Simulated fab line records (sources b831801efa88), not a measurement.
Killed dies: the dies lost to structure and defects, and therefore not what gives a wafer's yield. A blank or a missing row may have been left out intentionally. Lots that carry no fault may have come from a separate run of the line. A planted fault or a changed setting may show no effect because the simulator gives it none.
Chamber matching	flow sfq line	SFQ_TRILAYER_I6_CMP_CMP_166 on cmp-02: 4 sister chambers
The step polishes SiO2. 4 wafers are shown with their chamber, then 7 later ones without.

== WAFERS, EACH WITH ITS CHAMBER ==
wafer	chamber	motor current A (A)
L713.3	3	11.0
L713.4	2	9.9
L714.1	0	10.1
L714.2	1	9.0

== WAFERS MISSING THEIR CHAMBER ==
wafer	motor current A (A)
L714.6	11.2
L715.3	10.9
L715.4	9.5
L715.6	10.1
L718.2	11.4
L718.1	10.1
L718.6	11.2

== WHICH CHAMBER EACH WENT THROUGH ==
wafer	from the rows above	in truth
L714.6	3	3
L715.3	3	3
L715.4	can't be placed: 2 or 1 or 0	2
L715.6	can't be placed: 0 or 2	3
L718.2	3	3
L718.1	can't be placed: 0 or 2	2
L718.6	3	3
4 of 7 placed correctly. These rows do not allow placing 3 (true chamber among the candidates in 2). Wrongly placed: 0.
How it was worked out, from the rows above alone: a wafer's distance from a chamber is the root of the sum, over the readings, of the square of ((its reading less the chamber's mean) divided by the reading's scatter). The wafer belongs to the nearest chamber; if the next one is less than 2 further off, it can't be placed. For every chamber, the mean is computed from those of its wafers that are shown. The scatter (one wafer shown for each chamber): square how far every hidden wafer sits from the nearest shown wafer, average those squares and take the square root.
